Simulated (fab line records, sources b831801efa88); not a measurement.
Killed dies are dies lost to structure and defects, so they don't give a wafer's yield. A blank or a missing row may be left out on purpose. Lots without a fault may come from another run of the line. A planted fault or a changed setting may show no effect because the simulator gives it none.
Which tool did it? | flow gf180mcu | 13 lots, 39 wafers sampled, at 2 steps of a route of 602

WHAT THE GAUGES READ, wafer by wafer
GF_PSD_CD_MEAS_07: target cd 400 nm. Usual: cd_nm 399.9 nm, standard deviation 2.4.
lot  | measured     | on        | cd_nm (nm)        | flag
L493 | day 14 21:19 | cd_sem-01 | 402.3 400.8 399.7 |
L495 | day 15 15:55 | cd_sem-01 | 401.6 400.4 402.2 |
L494 | day 15 21:25 | cd_sem-01 | 402.6 401.2 400.3 |
L496 | day 16 09:31 | cd_sem-02 | 401.3 400.6 399.5 |
L497 | day 16 16:32 | cd_sem-01 | 398.0 398.2 397.1 |
L499 | day 17 01:59 | cd_sem-01 | 396.2 399.6 398.3 |
L501 | day 18 00:11 | cd_sem-02 | 394.8 394.0 394.8 |
L504 | day 18 20:58 | cd_sem-01 | 397.9 400.6 398.3 |
L505 | day 19 06:12 | cd_sem-01 | 397.9 400.5 399.0 |
L509 | day 20 13:06 | cd_sem-02 | 399.2 400.8 400.7 |
L510 | day 21 03:24 | cd_sem-01 | 402.7 403.3 404.0 |
L512 | day 21 16:49 | cd_sem-01 | 400.3 398.9 401.6 |
L514 | day 22 06:12 | cd_sem-02 | 397.1 397.3 398.9 |

GF_SAB_THK_MEAS_01. Usual: SAB_CVD_00_THK 50.0 nm, standard deviation 0.68.
lot  | measured     | on            | SAB_CVD_00_THK (nm) | flag
L493 | day 14 22:11 | film_metro-04 | 50.3 50.3 50.8      |
L495 | day 15 16:47 | film_metro-04 | 50.5 49.3 50.6      |
L494 | day 15 22:17 | film_metro-04 | 48.6 49.0 49.8      |
L496 | day 16 10:23 | film_metro-03 | 49.4 50.0 49.9      |
L497 | day 16 17:22 | film_metro-03 | 49.0 49.7 50.7      |
L499 | day 17 02:50 | film_metro-03 | 50.8 51.6 51.6      |
L501 | day 18 01:02 | film_metro-03 | 49.8 50.6 50.6      |
L504 | day 18 21:50 | film_metro-01 | 49.3 49.8 50.5      |
L505 | day 19 07:04 | film_metro-03 | 49.6 50.0 50.7      |
L509 | day 20 13:57 | film_metro-03 | 49.4 48.8 50.6      |
L510 | day 21 04:15 | film_metro-01 | 49.6 49.4 50.3      |
L512 | day 21 17:39 | film_metro-01 | 50.3 50.2 50.5      |
L514 | day 22 07:04 | film_metro-01 | 49.7 50.4 50.2      |

WHICH TOOL RAN EACH LOT (tool, then ch and the chambers of the sampled wafers, then the start)
The record holds no process step before these readings.

WHAT THE TOOLS THEMSELVES READ (means of the sampled wafers that have a number; where no wafer has one, the mark that the record gives instead)
The record holds no such reading with a usual standard deviation.

THE ANSWER, worked out from the rows above alone
Rule: a lot is off if the mean of its wafers that have a number lies more than 3 standard deviations from the usual mean. A lot without any number at a reading at which 4 lots or more have one is off too. The other lots that the step has rows for count as sound. The gauges are gone through in route order, then the tools' own readings, and for those a lot's mean is taken as printed above. The first step at which some lot is off is used, and at that step the reading that is off furthest; a lot without a number counts as furthest.
No lot is off at any reading shown: from this, nothing can be told.

WHAT THE SIMULATOR HAD PUT IN
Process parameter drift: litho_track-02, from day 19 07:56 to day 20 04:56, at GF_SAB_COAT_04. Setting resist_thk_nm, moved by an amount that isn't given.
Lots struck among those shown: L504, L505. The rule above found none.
